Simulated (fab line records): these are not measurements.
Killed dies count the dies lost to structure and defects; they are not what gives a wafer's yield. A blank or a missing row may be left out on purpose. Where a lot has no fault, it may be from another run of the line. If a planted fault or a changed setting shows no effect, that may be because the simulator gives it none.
fab line records + flow sky130 + part 2 of 2: steps 27 to 39 of 39
record
- lots=5
- wafers=15
- last-day=49
route steps=708 shown CAPM@549 METAL3@555 VIA3@573
lots that met no fault: from a run of the same line without faults
start-h: hours from the record's first day to the start of the lot's first wafer shown + wait-h: how many hours have passed since the lot's step before this one + " repeats the value in the row above + L1.1+2: a row that stands for several wafers + - value missing, or start not given + * or withheld: withheld + < > ~ a bound
route shown NAME@n: a module of which the file shows steps, and the number in the route of the first + usual: mean and standard deviation over wafers with no fault + same: alike in all rows + chamber/n: place in a boat + sites: per-site readings + _std_site: standard deviation of those values + _edge_site: the outer-site mean with the inner-site mean subtracted + radius-mm: for every site, how far away it sits from the centre of the wafer + mask NAME#n: copy n + behind: the tool/chamber that last shaped the wafer + hold: why the lot was held/for how many hours/how that ended + device: transistor that didn't switch, given as n, p or np + end of line: tests run on the same wafers once the route is complete + a step given without rows: its recipe and nothing more + killed: at the first sort, the dies lost to defects and structure; wafer yield is something else + map: per-die view of a wafer (x killed, . not killed, _ where there is no die)
set.NAME: the run value of the setting; set.NAME@STEP: its run value at that earlier step + model.NAME: the simulator's own value behind a step, which no gauge read
lots seen at some steps along the route; tables by step, rows by wafer
services: when a tool's chamber went out of use (start-h, in hours from the record's first day, below 0 if earlier), for how many hours, and the reason
## steps
# step SKY_VIA3_CMP_02
# recipe
- material=SiO2
- down-force-psi=4
- platen-rpm=60
- pad-velocity-m-s=0.94248
# usual
- edge-zone-pressure-frac=1.000/0.0052
- motor-current-A=12.0/0.91
| lot.wafer | tool   | chamber | start-h | wait-h | edge-zone-pressure-frac | motor-current-A |
|-----------|--------|---------|---------|--------|-------------------------|-----------------|
| L076.3    | cmp-02 | 0       | 916.75  | 0.0    | 1.001                   | 11.3            |
| L076.1    | "      | 2       | "       | "      | 1.003                   | 10.5            |
| L076.5    | "      | 1       | "       | "      | 0.995                   | 11.4            |
| L078.1    | cmp-02 | 0       | 933.91  | 0.1    | 0.994                   | 11.7            |
| L078.4    | "      | 2       | "       | "      | 0.999                   | 10.9            |
| L078.5    | "      | 1       | "       | "      | 1.010                   | 12.3            |
| L081.3    | cmp-01 | 1       | 961.01  | 0.1    | 1.004                   | 12.0            |
| L081.4    | "      | 3       | "       | "      | 0.992                   | 12.6            |
| L081.6    | "      | 0       | "       | "      | 0.996                   | 12.8            |
| L090.4    | cmp-02 | 0       | 1015.40 | 0.2    | 1.002                   | 11.4            |
| L090.5    | "      | 1       | "       | "      | 0.999                   | 11.8            |
| L090.6    | "      | 2       | "       | "      | 1.004                   | 10.8            |
| L092.2    | cmp-02 | 2       | 1027.63 | 0.0    | 1.006                   | 10.6            |
| L092.6    | "      | 2       | "       | "      | 1.006                   | 10.9            |
| L092.5    | "      | 3       | "       | "      | 1.005                   | 11.0            |
# step SKY_VIA3_BOW_MEAS_03
# recipe
- mode=bow
# usual
- VIA3_BOW=80/8.1
| lot.wafer | tool          | chamber | start-h | wait-h | VIA3_BOW[um] |
|-----------|---------------|---------|---------|--------|--------------|
| L076.1    | film-metro-02 | -       | 917.05  | 0.1    | 70           |
| L076.3    | "             | -       | "       | "      | 70           |
| L076.5    | "             | -       | "       | "      | 75           |
| L078.1    | film-metro-04 | -       | 934.21  | 0.2    | 84           |
| L078.4    | "             | -       | "       | "      | 79           |
| L078.5    | "             | -       | "       | "      | 67           |
| L081.3    | film-metro-02 | -       | 961.30  | 0.2    | 75           |
| L081.4    | "             | -       | "       | "      | 75           |
| L081.6    | "             | -       | "       | "      | 66           |
| L090.4    | film-metro-01 | -       | 1015.61 | 0.2    | 72           |
| L090.5    | "             | -       | "       | "      | 71           |
| L090.6    | "             | -       | "       | "      | 73           |
| L092.2    | film-metro-01 | -       | 1027.95 | 0.3    | 89           |
| L092.5    | "             | -       | "       | "      | 88           |
| L092.6    | "             | -       | "       | "      | 76           |
# step SKY_VIA3_DEHYDRATE_04
# recipe
- temp-c=200
- time-s=60
| lot.wafer  | tool           | chamber | start-h | wait-h |
|------------|----------------|---------|---------|--------|
| L076.1+3+5 | litho-track-01 | 0       | 929.60  | 12.5   |
| L078.1+4+5 | litho-track-01 | 0       | 945.80  | 11.6   |
| L081.3+4+6 | litho-track-03 | 0       | 972.34  | 11.0   |
| L090.4+5+6 | litho-track-01 | 0       | 1026.97 | 11.3   |
| L092.2+5+6 | litho-track-01 | 0       | 1038.27 | 10.3   |
# step SKY_VIA3_HMDS_05
# recipe
- prime-time-s=60
- prime-temp-c=120
| lot.wafer  | tool           | chamber | start-h | wait-h |
|------------|----------------|---------|---------|--------|
| L076.1+3+5 | litho-track-01 | 0       | 929.75  | 0.1    |
| L078.1+4+5 | litho-track-01 | 0       | 945.95  | 0.1    |
| L081.3+4+6 | litho-track-03 | 0       | 972.49  | 0.1    |
| L090.4+5+6 | litho-track-01 | 0       | 1027.12 | 0.1    |
| L092.2+5+6 | litho-track-01 | 0       | 1038.42 | 0.1    |
# step SKY_VIA3_COAT_06
# recipe
- resist=BARC
- temp-c=withheld
- time-s=withheld
- spin-rpm=3000
- resist-thk-nm=60
| lot.wafer  | tool           | chamber | start-h | wait-h |
|------------|----------------|---------|---------|--------|
| L076.1+3+5 | litho-track-01 | 0       | 929.90  | 0.1    |
| L078.1+4+5 | litho-track-01 | 0       | 946.10  | 0.1    |
| L081.3+4+6 | litho-track-03 | 0       | 972.64  | 0.1    |
| L090.4+5+6 | litho-track-01 | 0       | 1027.27 | 0.1    |
| L092.2+5+6 | litho-track-01 | 0       | 1038.57 | 0.1    |
# step SKY_VIA3_COAT_07
# recipe
- resist=KrF-thick
- spin-rpm=3000
- resist-thk-nm=450
| lot.wafer  | tool           | chamber | start-h | wait-h |
|------------|----------------|---------|---------|--------|
| L076.1+3+5 | litho-track-01 | 0       | -       | -      |
| L078.1+4+5 | litho-track-01 | 0       | -       | -      |
| L081.3+4+6 | litho-track-03 | 0       | -       | -      |
| L090.4+5+6 | litho-track-01 | 0       | -       | -      |
| L092.2+5+6 | litho-track-01 | 0       | -       | -      |
# step SKY_VIA3_SOFTBAKE_08
# recipe
- temp-c=100
- time-s=90
- resist=KrF-thick
| lot.wafer  | tool           | chamber | start-h | wait-h |
|------------|----------------|---------|---------|--------|
| L076.1+3+5 | litho-track-01 | 0       | -       | -      |
| L078.1+4+5 | litho-track-01 | 0       | -       | -      |
| L081.3+4+6 | litho-track-03 | 0       | -       | -      |
| L090.4+5+6 | litho-track-01 | 0       | -       | -      |
| L092.2+5+6 | litho-track-01 | 0       | -       | -      |
# step SKY_VIA3_EXPOSE_09
# recipe
- mask-id=VIM3
- na=0.8
- source-shape=annular
- sigma-inner=0.55
- sigma-outer=0.85
- target-cd-nm=200
- dose-mj=38
# usual
- stage-vel-mm-s=500.03/0.23
# same
- na=0.8
| lot.wafer | tool           | chamber | start-h | wait-h | mask   | stage-vel-mm-s |
|-----------|----------------|---------|---------|--------|--------|----------------|
| L076.1    | krf-scanner-01 | 0       | -       | -      | VIM3#0 | 500.28         |
| L076.3    | "              | 0       | "       | "      | VIM3#0 | 500.31         |
| L076.5    | "              | 0       | "       | "      | VIM3#0 | 500.25         |
| L078.1    | krf-scanner-02 | 0       | -       | -      | VIM3#0 | 500.23         |
| L078.4    | "              | 0       | "       | "      | VIM3#0 | 500.21         |
| L078.5    | "              | 0       | "       | "      | VIM3#0 | 499.98         |
| L081.3    | krf-scanner-02 | 0       | -       | -      | VIM3#0 | 500.22         |
| L081.4    | "              | 0       | "       | "      | VIM3#0 | 499.76         |
| L081.6    | "              | 0       | "       | "      | VIM3#0 | 500.16         |
| L090.4    | krf-scanner-02 | 0       | -       | -      | VIM3#0 | 499.98         |
| L090.5    | "              | 0       | "       | "      | VIM3#0 | 499.99         |
| L090.6    | "              | 0       | "       | "      | VIM3#0 | 500.17         |
| L092.2    | krf-scanner-02 | 0       | -       | -      | VIM3#0 | 499.99         |
| L092.5    | "              | 0       | "       | "      | VIM3#0 | 499.75         |
| L092.6    | "              | 0       | "       | "      | VIM3#0 | 500.15         |
# step SKY_VIA3_PEB_10
# recipe
- peb-temp-c=withheld
- peb-time-s=withheld
- resist=KrF-thick
| lot.wafer  | tool           | chamber | start-h | wait-h |
|------------|----------------|---------|---------|--------|
| L076.1+3+5 | litho-track-02 | 0       | -       | -      |
| L078.1+4+5 | litho-track-01 | 0       | -       | -      |
| L081.3+4+6 | litho-track-03 | 0       | -       | -      |
| L090.4+5+6 | litho-track-03 | 0       | -       | -      |
| L092.2+5+6 | litho-track-02 | 0       | -       | -      |
# step SKY_VIA3_DEVELOP_11
# recipe
- develop-time-s=60
- resist=KrF-thick
- dev-temp-c=21
| lot.wafer  | tool           | chamber | start-h | wait-h |
|------------|----------------|---------|---------|--------|
| L076.1+3+5 | litho-track-02 | 0       | -       | -      |
| L078.1+4+5 | litho-track-01 | 0       | -       | -      |
| L081.3+4+6 | litho-track-03 | 0       | -       | -      |
| L090.4+5+6 | litho-track-03 | 0       | -       | -      |
| L092.2+5+6 | litho-track-02 | 0       | -       | -      |
# step SKY_VIA3_CD_MEAS_12
# recipe
- target-cd-nm=200
# usual
- cd-nm=200.2/1.4
| lot.wafer | tool      | chamber | start-h | wait-h | cd-nm |
|-----------|-----------|---------|---------|--------|-------|
| L076.1    | cd-sem-02 | -       | 941.92  | -      | 201.6 |
| L076.3    | "         | -       | "       | "      | 199.9 |
| L076.5    | "         | -       | "       | "      | 199.7 |
| L078.1    | cd-sem-01 | -       | 959.20  | -      | 198.5 |
| L078.4    | "         | -       | "       | "      | 199.9 |
| L078.5    | "         | -       | "       | "      | 199.0 |
| L081.3    | cd-sem-02 | -       | 985.28  | -      | 199.6 |
| L081.4    | "         | -       | "       | "      | 198.9 |
| L081.6    | "         | -       | "       | "      | 199.2 |
| L090.4    | cd-sem-01 | -       | 1038.55 | -      | 200.3 |
| L090.5    | "         | -       | "       | "      | 199.9 |
| L090.6    | "         | -       | "       | "      | 201.5 |
| L092.2    | cd-sem-02 | -       | 1049.94 | -      | 197.7 |
| L092.5    | "         | -       | "       | "      | 198.3 |
| L092.6    | "         | -       | "       | "      | 199.2 |
# step SKY_VIA3_OVL_MEAS_13
# usual
- VIA3_OVL=-2/4.2
| lot.wafer | tool       | chamber | start-h | wait-h | VIA3_OVL[nm] |
|-----------|------------|---------|---------|--------|--------------|
| L076.1    | overlay-02 | -       | 942.04  | 0.1    | -7           |
| L076.3    | "          | -       | "       | "      | -1           |
| L076.5    | "          | -       | "       | "      | 1            |
| L078.1    | overlay-01 | -       | 959.32  | 0.1    | -11          |
| L078.4    | "          | -       | "       | "      | 1            |
| L078.5    | "          | -       | "       | "      | -7           |
| L081.3    | overlay-02 | -       | 985.37  | 0.1    | -3           |
| L081.4    | "          | -       | "       | "      | -6           |
| L081.6    | "          | -       | "       | "      | -5           |
| L090.4    | overlay-01 | -       | 1038.63 | 0.1    | 2            |
| L090.5    | "          | -       | "       | "      | -4           |
| L090.6    | "          | -       | "       | "      | 6            |
| L092.2    | overlay-01 | -       | 1050.05 | 0.1    | -2           |
| L092.5    | "          | -       | "       | "      | -4           |
| L092.6    | "          | -       | "       | "      | -2           |
# step SKY_VIA3_ETCH_14
# recipe
- chemistry=N2/H2
- target=BARC
- ion-energy-ev=200
- source-w=500
- bias-w=100
- pressure-mtorr=30
- n2-flow-sccm=100
- h2-flow-sccm=200
- stop-on=SiO2
- time-s=45.9
- target-depth-a=600
# usual
- chamber-pressure-mTorr=30.000/0.027
- drypump-motor-current-A=6.0/0.37
- oes-product-au=0.855/0.0046
- throttle-valve-pct=13.225/0.0091
| lot.wafer | tool        | chamber | start-h | wait-h | chamber-pressure-mTorr | drypump-motor-current-A | oes-product-au | rf-hours-counter-h | throttle-valve-pct |
|-----------|-------------|---------|---------|--------|------------------------|-------------------------|----------------|--------------------|--------------------|
| L076.1    | rie-diel-02 | 0       | 942.08  | 0.0    | 29.975                 | 6.2                     | 0.858          | 6                  | 13.221             |
| L076.3    | "           | 1       | "       | "      | 30.037                 | 5.3                     | 0.858          | 11                 | 13.225             |
| L076.5    | "           | 3       | "       | "      | 30.001                 | 5.6                     | 0.858          | -                  | 13.236             |
| L078.1    | rie-diel-04 | 0       | 959.35  | 0.0    | 29.989                 | 6.2                     | 0.853          | 12                 | 13.229             |
| L078.4    | "           | 3       | "       | "      | 30.010                 | 6.8                     | 0.856          | -                  | 13.226             |
| L078.5    | "           | 0       | "       | "      | 29.934                 | 6.3                     | 0.855          | -                  | 13.221             |
| L081.3    | rie-diel-04 | 2       | 985.40  | 0.0    | 30.004                 | 6.0                     | 0.853          | 15                 | 13.223             |
| L081.4    | "           | 0       | "       | "      | 29.993                 | 6.3                     | 0.851          | -                  | 13.214             |
| L081.6    | "           | 1       | "       | "      | 29.952                 | 5.9                     | 0.853          | -                  | 13.247             |
| L090.4    | rie-diel-01 | 0       | 1038.65 | 0.0    | 30.021                 | 5.9                     | 0.858          | 16                 | 13.221             |
| L090.5    | "           | 2       | "       | "      | 30.000                 | 6.2                     | 0.848          | -                  | 13.211             |
| L090.6    | "           | 3       | "       | "      | 29.980                 | 5.4                     | 0.861          | -                  | 13.212             |
| L092.2    | rie-diel-01 | 2       | 1050.08 | 0.0    | 29.936                 | 6.2                     | 0.855          | 18                 | 13.225             |
| L092.5    | "           | 1       | "       | "      | 30.039                 | 5.8                     | 0.852          | -                  | 13.231             |
| L092.6    | "           | 0       | "       | "      | 30.023                 | 5.9                     | 0.856          | -                  | 13.203             |
## services
| tool            | chamber | start-h | hours | kind   |
|-----------------|---------|---------|-------|--------|
| rie-diel-03     | 2       | 871.97  | 3.3   | repair |
| krf-scanner-01  | -       | 879.05  | 4.4   | pm     |
| krf-scanner-01  | -       | 886.28  | 0.8   | pm     |
| cmp-02          | -       | 895.44  | 0.3   | repair |
| plasma-asher-02 | -       | 897.78  | 9.1   | repair |
| krf-scanner-01  | -       | 899.56  | 1.3   | pm     |
| cmp-02          | -       | 902.34  | 2.1   | repair |
| rie-diel-01     | -       | 908.67  | 0.7   | repair |
| rie-diel-01     | 2       | 916.61  | 5.3   | repair |
| rie-diel-03     | -       | 919.24  | 2.8   | pm     |
| krf-scanner-02  | -       | 920.00  | 0.8   | pm     |
| rie-metal-02    | 1       | 923.06  | 5.0   | repair |
| krf-scanner-02  | -       | 926.55  | 11.6  | repair |
| krf-scanner-01  | -       | 941.47  | 0.5   | repair |
| hdpcvd-01       | -       | 950.25  | 15.0  | pm     |
| krf-scanner-02  | -       | 951.90  | 1.3   | pm     |
| krf-scanner-02  | -       | 957.29  | 0.9   | repair |
| rie-metal-02    | -       | 958.00  | 2.8   | pm     |
| krf-scanner-02  | -       | 975.27  | 3.6   | pm     |
| krf-scanner-02  | -       | 978.82  | 4.0   | pm     |
| krf-scanner-02  | -       | 997.96  | 1.0   | pm     |
| krf-scanner-02  | -       | 1026.87 | 0.8   | pm     |
| plasma-asher-02 | -       | 1037.32 | 2.9   | repair |
| cmp-02          | -       | 1044.83 | 2.9   | repair |
